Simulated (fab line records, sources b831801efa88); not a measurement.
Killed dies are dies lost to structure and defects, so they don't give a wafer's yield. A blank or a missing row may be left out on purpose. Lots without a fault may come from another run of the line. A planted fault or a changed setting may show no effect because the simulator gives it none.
Which tool did it? | flow sky130 | 13 lots, 39 wafers sampled, at 6 steps of a route of 708

WHAT THE GAUGES READ, wafer by wafer
SKY_LDD_HVN_TW_MEAS_10. Usual: LDD_HVN_TW 1447, standard deviation 5.6.
lot  | measured     | on            | LDD_HVN_TW     | flag
L635 | day 21 19:20 | film_metro-02 | 1449 1458 1454 |
L637 | day 22 02:25 | film_metro-01 | 1441 1443 1441 |
L638 | day 22 13:29 | film_metro-01 | 1445 1448 1446 |
L640 | day 23 00:02 | film_metro-02 | 1440 1446 1448 |
L641 | day 23 15:30 | film_metro-02 | 1451 1452 1450 |
L642 | day 23 16:44 | film_metro-03 | 1447 1447 1450 |
L643 | day 24 01:20 | film_metro-01 | 1446 1445 1445 |
L645 | day 25 01:28 | film_metro-02 | 1449 1444 1447 |
L647 | day 25 20:11 | film_metro-01 | 1431 1444 1441 |
L649 | day 26 09:26 | film_metro-02 | 1464 1450 1451 |
L650 | day 26 20:30 | film_metro-03 | 1442 1442 1444 |
L654 | day 27 23:59 | film_metro-01 | 1444 1447 1445 |
L656 | day 28 14:56 | film_metro-02 | 1444 1449 1450 |

SKY_LDD_HVP_OVL_MEAS_07. Usual: LDD_HVP_OVL 0.7 nm, standard deviation 1.3.
lot  | measured     | on         | LDD_HVP_OVL (nm) | flag
L635 | day 23 02:09 | overlay-01 | 0.0 1.1 -0.3     |
L637 | day 23 09:11 | overlay-02 | 0.2 2.0 -1.6     |
L638 | day 23 19:26 | overlay-01 | 0.0 -0.3 -0.8    |
L640 | day 24 06:53 | overlay-01 | -1.7 1.5 1.5     |
L641 | day 24 22:34 | overlay-01 | 2.1 2.0 0.9      |
L642 | day 24 23:14 | overlay-01 | -1.2 -1.2 -0.8   |
L643 | day 25 07:40 | overlay-02 | -1.5 0.8 -0.3    |
L645 | day 26 06:44 | overlay-01 | 0.9 0.8 0.7      |
L647 | day 27 01:58 | overlay-02 | 0.1 0.6 0.8      |
L649 | day 27 15:26 | overlay-01 | 0.8 0.4 -0.2     |
L650 | day 28 01:44 | overlay-01 | -0.6 1.9 0.6     |
L654 | day 29 04:36 | overlay-02 | 1.5 1.2 1.2      |
L656 | day 29 19:46 | overlay-02 | 0.8 1.0 -0.1     |

SKY_SD_N_TW_MEAS_12. Usual: SD_N_TW 4012, standard deviation 24.
lot  | measured     | on            | SD_N_TW        | flag
L635 | day 29 09:28 | film_metro-01 | 4004 4017 4002 |
L637 | day 29 18:20 | film_metro-03 | 4033 4005 4030 |
L638 | day 30 03:19 | film_metro-03 | 3986 4025 4023 |
L640 | day 30 13:46 | film_metro-01 | 4020 4002 4007 |
L641 | day 31 03:04 | film_metro-01 | 4008 4012 4004 |
L642 | day 31 05:07 | film_metro-03 | 4005 3990 4006 |
L643 | day 31 13:33 | film_metro-02 | 4051 4040 4046 |
L645 | day 32 12:47 | film_metro-01 | 4002 4011 4024 |
L647 | day 33 07:05 | film_metro-01 | 3995 4000 3976 |
L649 | day 33 18:13 | film_metro-02 | 4048 4062 4074 |
L650 | day 34 02:58 | film_metro-02 | 4048 4042 4041 |
L654 | day 35 02:26 | film_metro-01 | 30 30 30       | OFF
L656 | day 35 17:02 | film_metro-03 | 3981 4019 4012 |

WHICH TOOL RAN EACH LOT (tool, then ch and the chambers of the sampled wafers, then the start)
lot  | SKY_SPACER_ETCHBACK_02             | SKY_RES_XHIGH_STRIP_08               | SKY_SD_N_STRIP_11
L635 | rie_diel-02 ch 0,2, day 24 10:28   | plasma_asher-04 ch 0,1, day 28 03:57 | plasma_asher-02 ch 0,1, day 29 09:22
L637 | rie_diel-01 ch 0,1,2, day 24 18:16 | plasma_asher-04 ch 0,1, day 28 12:32 | plasma_asher-02 ch 0,1, day 29 18:15
L638 | rie_diel-04 ch 0,3, day 25 04:19   | plasma_asher-03 ch 0,1, day 28 21:59 | plasma_asher-02 ch 0, day 30 03:13
L640 | rie_diel-01 ch 0,2,3, day 25 15:49 | plasma_asher-04 ch 0,1, day 29 08:36 | plasma_asher-02 ch 0,1, day 30 13:40
L641 | rie_diel-01 ch 1,2,3, day 26 06:37 | plasma_asher-03 ch 0,1, day 29 22:22 | plasma_asher-01 ch 0,1, day 31 02:58
L642 | rie_diel-01 ch 0,1,2, day 26 07:50 | plasma_asher-01 ch 0,1, day 30 00:18 | plasma_asher-01 ch 0,1, day 31 05:01
L643 | rie_diel-02 ch 2,3, day 26 15:25   | plasma_asher-03 ch 0,1, day 30 08:30 | plasma_asher-02 ch 0,1, day 31 13:25
L645 | rie_diel-01 ch 2,3, day 27 15:56   | plasma_asher-01 ch 0,1, day 31 07:23 | plasma_asher-02 ch 0,1, day 32 12:41
L647 | rie_diel-02 ch 1,3, day 28 11:36   | plasma_asher-04 ch 0,1, day 32 01:45 | plasma_asher-01 ch 0,1, day 33 06:58
L649 | rie_diel-04 ch 0,2,3, day 28 23:30 | plasma_asher-01 ch 0,1, day 32 13:37 | plasma_asher-02 ch 0,1, day 33 18:07
L650 | rie_diel-01 ch 0,1,3, day 29 09:04 | plasma_asher-04 ch 0,1, day 32 23:02 | plasma_asher-01 ch 0,1, day 34 02:52
L654 | rie_diel-04 ch 0,1,3, day 30 11:46 | plasma_asher-01 ch 1, day 33 23:20   | plasma_asher-02 ch 0,1, day 35 02:19
L656 | rie_diel-01 ch 0,1,2, day 31 02:27 | plasma_asher-04 ch 0,1, day 34 14:08 | plasma_asher-02 ch 0,1, day 35 16:57
- SKY_SPACER_ETCHBACK_02: etches Si3N4 in CH3F/O2, stops on SiO2, time 46.7 s, target depth 45 nm.
- SKY_RES_XHIGH_STRIP_08: strips in O2/N2.
- SKY_SD_N_STRIP_11: strips in O2/N2.

WHAT THE TOOLS THEMSELVES READ (means of the sampled wafers that have a number; where no wafer has one, the mark that the record gives instead)
SKY_SPACER_ETCHBACK_02. Usual: drypump_motor_current_A 6.0 A, standard deviation 0.5; oes_product_au 0.857 a.u., standard deviation 0.007; throttle_valve_pct 10.564 %, standard deviation 0.0079.
lot  | tool        | drypump_motor_current_A (A) | oes_product_au (a.u.) | throttle_valve_pct (%) | flag
L635 | rie_diel-02 | 6.3                         | 0.852                 | 10.568                 |
L637 | rie_diel-01 | 6.0                         | 0.854                 | 10.560                 |
L638 | rie_diel-04 | 6.1                         | 0.850                 | 10.558                 |
L640 | rie_diel-01 | 5.9                         | 0.851                 | 10.558                 |
L641 | rie_diel-01 | 5.9                         | 0.851                 | 10.557                 |
L642 | rie_diel-01 | 6.0                         | 0.857                 | 10.565                 |
L643 | rie_diel-02 | 5.7                         | 0.857                 | 10.555                 |
L645 | rie_diel-01 | 6.0                         | 0.861                 | 10.565                 |
L647 | rie_diel-02 | 5.4                         | 0.851                 | 10.560                 |
L649 | rie_diel-04 | 6.0                         | 0.862                 | 10.564                 |
L650 | rie_diel-01 | 5.8                         | 0.852                 | 10.563                 |
L654 | rie_diel-04 | 5.8                         | 0.860                 | 10.559                 |
L656 | rie_diel-01 | 6.1                         | 0.855                 | 10.569                 |

SKY_RES_XHIGH_STRIP_08. Usual: drypump_motor_current_A 5.6 A, standard deviation 0.41; oes_product_au 0.711 a.u., standard deviation 0.0048; strip_time_to_endpoint_s 14.28 s, standard deviation 0.04.
lot  | tool            | drypump_motor_current_A (A) | oes_product_au (a.u.) | strip_time_to_endpoint_s (s) | flag
L635 | plasma_asher-04 | 5.8                         | 0.710                 | 14.26                        |
L637 | plasma_asher-04 | 5.6                         | 0.714                 | 14.33                        |
L638 | plasma_asher-03 | 5.3                         | 0.714                 | 14.20                        |
L640 | plasma_asher-04 | 5.6                         | 0.709                 | 14.21                        |
L641 | plasma_asher-03 | 5.3                         | 0.719                 | 14.21                        |
L642 | plasma_asher-01 | 5.7                         | 0.713                 | 14.26                        |
L643 | plasma_asher-03 | 5.3                         | 0.707                 | 14.28                        |
L645 | plasma_asher-01 | 5.7                         | 0.711                 | 14.29                        |
L647 | plasma_asher-04 | 5.5                         | 0.708                 | 14.29                        |
L649 | plasma_asher-01 | 5.7                         | 0.710                 | 14.28                        |
L650 | plasma_asher-04 | 5.8                         | 0.716                 | 14.26                        |
L654 | plasma_asher-01 | 5.1                         | 0.915                 | -                            | OFF
L656 | plasma_asher-04 | 5.8                         | 0.711                 | 14.31                        |

SKY_SD_N_STRIP_11. Usual: drypump_motor_current_A 5.9 A, standard deviation 0.35; oes_product_au 0.527 a.u., standard deviation 0.0044; strip_time_to_endpoint_s 22.58 s, standard deviation 0.043.
lot  | tool            | drypump_motor_current_A (A) | oes_product_au (a.u.) | strip_time_to_endpoint_s (s) | flag
L635 | plasma_asher-02 | 6.0                         | 0.530                 | 22.56                        |
L637 | plasma_asher-02 | 6.1                         | 0.529                 | 22.61                        |
L638 | plasma_asher-02 | 5.9                         | 0.526                 | 22.56                        |
L640 | plasma_asher-02 | 6.0                         | 0.529                 | 22.52                        |
L641 | plasma_asher-01 | 5.4                         | 0.527                 | 22.61                        |
L642 | plasma_asher-01 | 5.4                         | 0.523                 | 22.57                        |
L643 | plasma_asher-02 | 6.1                         | 0.527                 | 22.59                        |
L645 | plasma_asher-02 | 6.1                         | 0.527                 | 22.59                        |
L647 | plasma_asher-01 | 5.7                         | 0.529                 | 22.59                        |
L649 | plasma_asher-02 | 6.0                         | 0.528                 | 22.51                        |
L650 | plasma_asher-01 | 5.4                         | 0.524                 | 22.60                        |
L654 | plasma_asher-02 | 6.0                         | 0.569                 | 29.36                        | OFF
L656 | plasma_asher-02 | 6.1                         | 0.531                 | 22.53                        |

THE ANSWER, worked out from the rows above alone
Rule: a lot is off if the mean of its wafers that have a number lies more than 3 standard deviations from the usual mean. A lot without any number at a reading at which 4 lots or more have one is off too. The other lots that the step has rows for count as sound. The gauges are gone through in route order, then the tools' own readings, and for those a lot's mean is taken as printed above. The first step at which some lot is off is used, and at that step the reading that is off furthest; a lot without a number counts as furthest.
Off: L654, at SKY_SD_N_TW_MEAS_12 (SD_N_TW).
A tool fits if, at a process step before that reading, it ran every lot that is off, and no sound lot after the first of them. The gauges at SKY_SD_N_TW_MEAS_12 aren't tried: what is off there is off at SKY_RES_XHIGH_STRIP_08 too, on other tools, and a gauge's error can't cause that. Can't be told from this: 2 tools fit, rie_diel-04 at SKY_SPACER_ETCHBACK_02, plasma_asher-01 at SKY_RES_XHIGH_STRIP_08.

WHAT THE SIMULATOR HAD PUT IN
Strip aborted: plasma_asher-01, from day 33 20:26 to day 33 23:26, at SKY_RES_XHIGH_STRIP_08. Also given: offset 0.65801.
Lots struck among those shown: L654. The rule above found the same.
